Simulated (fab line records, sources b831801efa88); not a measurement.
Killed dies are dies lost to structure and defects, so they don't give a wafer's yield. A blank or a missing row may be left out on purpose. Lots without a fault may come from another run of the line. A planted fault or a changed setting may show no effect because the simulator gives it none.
Which tool did it? | flow gf180mcu | 6 lots, 18 wafers sampled, at 2 steps of a route of 602

WHAT THE GAUGES READ, wafer by wafer
GF_M2_RS_MEAS_05: measures by four-point-probe.
lot  | measured     | on            | M2_ALCU_RS (ohm/sq)
L236 | day 18 09:54 | film_metro-03 | 0.0695 0.0695 0.0692
L239 | day 19 18:19 | film_metro-04 | 0.0704 0.0706 0.0695
L242 | day 21 02:10 | film_metro-04 | 0.0692 0.0685 0.0691
L246 | day 22 12:29 | film_metro-03 | 0.0691 0.0700 0.0701
L254 | day 25 02:14 | film_metro-04 | 0.0683 0.0850 0.0689
L257 | day 25 18:29 | film_metro-03 | 0.0706 0.0706 0.0709

WHICH TOOL RAN EACH LOT (tool, then ch and the chambers of the sampled wafers, then the start)
lot  | GF_M2_SPUTTER_02
L236 | pvd_sputter-01, day 18 09:49
L239 | pvd_sputter-03, day 19 18:12
L242 | pvd_sputter-03, day 21 02:04
L246 | pvd_sputter-01, day 22 12:24
L254 | pvd_sputter-02, day 25 02:07
L257 | pvd_sputter-03, day 25 18:23
- GF_M2_SPUTTER_02: material AlCu, target thk 450 nm, time 23.9 s.

THE ANSWER, worked out from the rows above alone
Rule: what is usual is taken from the lots themselves. Put in order of their means at a reading, lots are off if they are a third of the lots or fewer, leave a main group of 4 or more, and stand apart from it by a gap of 3 or more times the standard deviation of the main group's means; of several such gaps the widest counts. A main group whose means are all the same, to the digits that the tables above print for the reading, isn't used. A lot without any number at a reading at which 4 lots or more have one is off too. The other lots that the step has rows for count as sound.
Off: L254, at GF_M2_RS_MEAS_05 (M2_ALCU_RS). The main group: mean 0.0698 ohm/sq, standard deviation 0.00061.
A tool fits if, at a process step before that reading, it ran every lot that is off, and no sound lot after the first of them. The gauges at GF_M2_RS_MEAS_05 are tried like those tools. Can't be told from this: 2 tools fit, pvd_sputter-02 at GF_M2_SPUTTER_02, film_metro-04 at GF_M2_RS_MEAS_05.

WHAT THE SIMULATOR HAD PUT IN
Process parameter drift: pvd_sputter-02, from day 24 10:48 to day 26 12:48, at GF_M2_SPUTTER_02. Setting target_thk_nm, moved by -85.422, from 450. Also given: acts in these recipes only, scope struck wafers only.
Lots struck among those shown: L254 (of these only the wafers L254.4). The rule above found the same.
